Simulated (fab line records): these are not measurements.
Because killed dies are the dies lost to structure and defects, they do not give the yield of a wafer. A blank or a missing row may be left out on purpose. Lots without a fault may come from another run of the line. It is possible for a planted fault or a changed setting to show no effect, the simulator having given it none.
fab line records | flow sky130 | part 2 of 2: steps 24 to 33 of 33
record lots=5 wafers=15 last-day=50
route steps=708 shown VIA1@478 METAL2@483 VIA2@507
lots with no fault: from the same line, run without faults
start-h: hours from the record's opening day to when the first of the lot's shown wafers began | wait-h: hours since the lot's step before | " unchanged from the row above | L1.1+2: a single row standing in for several wafers | - either no value or no given start | * or withheld: withheld | < > ~ a bound
route shown NAME@n: names a module that has steps shown in the file, with the first one's number in the route | usual: mean and standard deviation over wafers with no fault | same: alike in all rows | chamber/n: place in a boat | sites: each site's reading | _std_site: standard deviation across them | _edge_site: mean of outer sites minus mean of inner sites | radius-mm: how far each site lies from the wafer's centre | mask NAME#n: copy n | behind: the most recent tool/chamber to have shaped the wafer | hold: why the lot went on hold/how many hours it stayed there/how the hold came to an end | device: which transistor (n, p or np) failed to switch | end of line: the same wafers' tests at the end of the route | a step without rows: its recipe alone | killed: count of dies lost to structure and defects at first sort (not the wafer's yield) | map: dies across one wafer; x = killed, . = not, _ = none there
set.NAME: the setting the step ran with; set.NAME@STEP: the setting that earlier step ran with | model.NAME: the simulator's own value behind a step, which no gauge read
lots at some steps of the route; a table a step, a row a wafer
services: from which hour (start-h, from the record's first day; less than 0 if before it) a tool's chamber was out of use, for how many hours, and why
## steps
# step SKY_METAL2_ETCH_18
# recipe chemistry=N2/H2 target=BARC ion-energy-ev=200 bias-w=100 pressure-mtorr=30 n2-flow-sccm=100 h2-flow-sccm=200 icp-w=500 stop-on=SiO2 time-s=45.9 target-depth-a=600
# usual drypump-motor-current-A=5.7/0.43 he-backside-leak-sccm=3.22/0.24 oes-product-au=0.856/0.0048 throttle-valve-pct=13.225/0.0094
# columns lot.wafer tool chamber start-h wait-h drypump-motor-current-A he-backside-leak-sccm oes-product-au rf-hours-counter-h throttle-valve-pct
L077.2 rie-metal-01 1 837.15 0.0 6.0 3.21 0.854 15 13.240
L077.5 " 0 " " 5.1 3.57 0.859 - 13.232
L077.6 " 1 " " 6.0 3.21 0.849 - 13.211
L080.3 rie-metal-03 0 863.92 0.1 5.4 3.14 0.859 - 13.242
L080.4 " 0 " " 5.4 3.04 0.853 - 13.227
L080.5 " 0 " " 5.4 3.03 0.856 - 13.227
L091.3 rie-metal-03 0 943.61 0.0 5.4 3.15 0.850 - 13.224
L091.4 " 1 " " 5.5 2.97 0.857 - 13.209
L091.6 " 0 " " 5.4 3.19 0.852 - 13.228
L092.1 rie-metal-02 0 961.39 0.0 6.6 3.60 0.853 22 13.232
L092.4 " 0 " " 6.5 3.76 0.859 - 13.236
L092.5 " 0 " " 6.5 3.94 0.852 - 13.218
L097.1 rie-metal-02 1 987.28 0.1 6.1 3.18 0.862 6 13.237
L097.4 " 1 " " 6.0 3.18 0.852 - 13.235
L097.5 " 1 " " 6.1 3.18 0.864 - 13.231
# step SKY_METAL2_METAL_ETCH_19
# recipe target-depth-a=3600 stop-on=SiO2 over-etch-frac=0.3 time-s=78 chemistry=Cl2/BCl3 resist-sidewall-deg=88 pressure-mtorr=10 icp-w=900 bias-w=48.5 Cl2_flow_sccm=60 bcl3-flow-sccm=30
# usual drypump-motor-current-A=5.7/0.42 he-backside-leak-sccm=3.22/0.2 oes-product-au=0.855/0.0058 throttle-valve-pct=22.266/0.0089
# columns lot.wafer tool chamber start-h wait-h drypump-motor-current-A he-backside-leak-sccm oes-product-au rf-hours-counter-h throttle-valve-pct
L077.2 rie-metal-01 1 837.21 0.0 6.0 3.14 0.862 15 22.262
L077.5 " 0 " " 5.2 3.47 0.848 - 22.247
L077.6 " 1 " " 6.0 3.04 0.853 - 22.277
L080.3 rie-metal-03 0 864.07 0.1 5.4 3.26 0.865 - 22.284
L080.4 " 0 " " 5.4 3.16 0.859 - 22.259
L080.5 " 0 " " 5.4 3.25 0.855 - 22.269
L091.3 rie-metal-03 0 943.69 0.1 5.4 3.12 0.868 - 22.249
L091.4 " 1 " " 5.6 3.13 0.852 - 22.270
L091.6 " 0 " " 5.4 2.96 0.860 - 22.258
L092.1 rie-metal-02 0 961.46 0.0 6.5 3.49 0.853 22 22.268
L092.4 " 0 " " 6.5 3.38 0.852 - 22.260
L092.5 " 0 " " 6.5 3.44 0.856 - 22.265
L097.1 rie-metal-02 1 987.41 0.1 6.0 3.18 0.853 6 22.257
L097.4 " 1 " " 6.0 3.20 0.857 - 22.268
L097.5 " 1 " " 6.0 3.17 0.852 - 22.277
# step SKY_METAL2_STRIP_20
# recipe chemistry=O2/N2 power-w=1400 pressure-mtorr=1500 platen-temp-c=withheld o2-flow-sccm=3000 n2-flow-sccm=300 overash-fraction=0.5
# usual drypump-motor-current-A=5.5/0.47 oes-product-au=0.342/0.0047 strip-time-to-endpoint-s=2.66/0.04
# columns lot.wafer tool chamber start-h wait-h drypump-motor-current-A oes-product-au rf-hours-counter-h strip-time-to-endpoint-s
L077.2 plasma-asher-01 0 837.30 0.1 5.5 0.349 9 2.66
L077.5 " 0 " " 5.4 0.341 - 2.65
L077.6 " 1 " " 6.0 0.339 - 2.69
L080.3 plasma-asher-03 0 864.22 0.1 6.1 0.344 - 2.73
L080.4 " 1 " " 5.5 0.345 - 2.68
L080.5 " 0 " " 6.1 0.337 - 2.70
L091.3 plasma-asher-03 1 943.78 0.1 5.5 0.339 - 2.65
L091.4 " 0 " " 6.1 0.343 - 2.59
L091.6 " 0 " " 6.1 0.340 - 2.65
L092.1 plasma-asher-04 1 961.55 0.1 4.7 0.345 84 2.69
L092.4 " 0 " " 5.2 0.344 - 2.71
L092.5 " 1 " " 4.7 0.344 - 2.69
L097.1 plasma-asher-01 1 987.59 0.1 6.0 0.343 24 2.70
L097.4 " 0 " " 5.4 0.340 - 2.72
L097.5 " 0 " " 5.4 0.352 - 2.72
# step SKY_METAL2_STRIP_21
# recipe chemistry=post-etch-residue-remover time-s=1200 temp-c=72.5
# columns lot.wafer tool chamber start-h wait-h
L077.2+5+6 wet-bench-03 1 837.40 0.1
L080.3+4+5 wet-bench-02 3 864.29 0.0
L091.3+4+6 wet-bench-03 0 943.85 0.0
L092.1+4+5 wet-bench-03 0 961.65 0.1
L097.1+4+5 wet-bench-02 1 987.69 0.1
# step SKY_METAL2_CLEAN_22
# recipe chemistry=IPA time-s=180 temp-c=25
# columns lot.wafer tool chamber start-h wait-h
L077.2+5+6 wet-bench-02 0 837.74 0.0
L080.3+4+5 wet-bench-04 2 864.66 0.0
L091.3+4+6 wet-bench-04 3 944.47 0.2
L092.1+4+5 wet-bench-02 0 962.02 0.0
L097.1+4+5 wet-bench-03 1 988.03 0.0
# step SKY_METAL2_CLEAN_23
# recipe chemistry=O3/DIW dry=n2-spin
# columns lot.wafer tool chamber start-h wait-h
L077.2+5+6 wet-bench-04 2 837.80 0.0
L080.3+4+5 wet-bench-03 2 864.72 0.0
L091.3+4+6 wet-bench-02 2 944.58 0.1
L092.1+4+5 wet-bench-02 0 962.08 0.0
L097.1+4+5 wet-bench-02 3 988.09 0.0
# step SKY_VIA2_HDPCVD_00
# recipe material=SiO2 target-thk-nm=1180 sigma-open-frac=0.3 time-s=196.7 temp-c=400 sih4-flow-sccm=60 pressure-mtorr=6
# columns lot.wafer tool chamber start-h wait-h
L077.2+5+6 hdpcvd-01 2,1,2 837.89 0.0
L080.3+4+5 hdpcvd-02 2,0,2 864.81 0.0
L091.3+4+6 hdpcvd-01 0,0,2 944.76 0.0
L092.1+4+5 hdpcvd-02 0,0,2 962.17 0.0
L097.1+4+5 hdpcvd-01 1,2,0 988.18 0.0
# step SKY_VIA2_THK_MEAS_01
# recipe reads=SiO2_of_VIA2_HDPCVD_00
# usual VIA2_HDPCVD_THK=1180/12
# columns lot.wafer tool chamber start-h wait-h VIA2_HDPCVD_THK[nm]
L077.2 film-metro-03 - 838.03 0.1 1187
L077.5 " - " " 1168
L077.6 " - " " 1171
L080.3 film-metro-04 - 864.96 0.1 1193
L080.4 " - " " 1193
L080.5 " - " " 1184
L091.3 film-metro-01 - 944.91 0.1 1169
L091.4 " - " " 1173
L091.6 " - " " 1179
L092.1 film-metro-01 - 962.29 0.1 1186
L092.4 " - " " 1172
L092.5 " - " " 1172
L097.1 film-metro-01 - 988.30 0.1 1183
L097.4 " - " " 1192
L097.5 " - " " 1180
# step SKY_VIA2_CMP_02
# recipe material=SiO2 down-force-psi=4 platen-rpm=60 pad-velocity-m-s=0.94248
# usual motor-current-A=12.3/1.7 slurry-flow-ml-min=150.0/0.48
# columns lot.wafer tool chamber start-h wait-h motor-current-A slurry-flow-ml-min
L077.2 cmp-02 0 838.23 0.2 14.8 150.3
L077.5 " 1 " " 14.7 150.6
L077.6 " 2 " " 11.3 150.1
L080.3 cmp-01 1 865.00 0.0 10.0 150.2
L080.4 " 0 " " 11.5 150.3
L080.5 " 1 " " 10.2 150.2
L091.3 cmp-01 0 945.00 0.1 12.4 150.5
L091.4 " 1 " " 9.8 150.2
L091.6 " 0 " " 12.3 150.1
L092.1 cmp-02 1 962.40 0.1 13.9 150.6
L092.4 " 3 " " 10.6 149.8
L092.5 " 1 " " 14.6 150.6
L097.1 cmp-02 2 988.36 0.1 11.6 150.1
L097.4 " 3 " " 10.4 150.6
L097.5 " 3 " " 10.4 150.6
# step SKY_VIA2_BOW_MEAS_03
# recipe mode=bow
# usual VIA2_BOW=86/8.2
# columns lot.wafer tool chamber start-h wait-h VIA2_BOW[um]
L077.2 film-metro-04 - 838.45 0.2 89
L077.5 " - " " 92
L077.6 " - " " 90
L080.3 film-metro-01 - 865.34 0.3 98
L080.4 " - " " 93
L080.5 " - " " 94
L091.3 film-metro-04 - 945.29 0.2 84
L091.4 " - " " 92
L091.6 " - " " 97
L092.1 film-metro-01 - 962.65 0.2 87
L092.4 " - " " 76
L092.5 " - " " 85
L097.1 film-metro-04 - 988.66 0.2 87
L097.4 " - " " 92
L097.5 " - " " 83
## services
# columns tool chamber start-h hours kind
pvd-sputter-02 - 792.76 5.5 repair
krf-scanner-02 - 804.36 1.3 pm
krf-scanner-02 - 805.66 1.0 pm
pvd-sputter-04 - 824.54 15.2 repair
cmp-01 - 836.99 4.8 pm
pvd-sputter-04 - 845.26 5.4 repair
pvd-sputter-04 - 848.16 11.0 repair
rie-metal-02 - 861.96 14.6 pm
krf-scanner-02 - 863.85 0.8 pm
hdpcvd-01 - 880.47 6.0 pm
rie-metal-02 - 884.19 5.3 repair
krf-scanner-02 - 889.98 4.4 repair
wet-bench-03 - 898.55 2.6 repair
rie-metal-02 - 898.65 2.8 pm
cmp-01 - 898.71 1.2 repair
pvd-sputter-02 - 906.10 0.5 repair
rie-metal-03 - 911.11 2.8 pm
rie-metal-01 0 912.01 19.8 repair
cmp-01 - 912.20 4.0 pm
cmp-02 - 916.20 6.6 pm
cmp-01 - 923.05 3.1 repair
cmp-01 - 962.90 0.2 repair
wet-bench-03 - 977.72 1.7 repair
cmp-01 - 985.25 2.0 repair
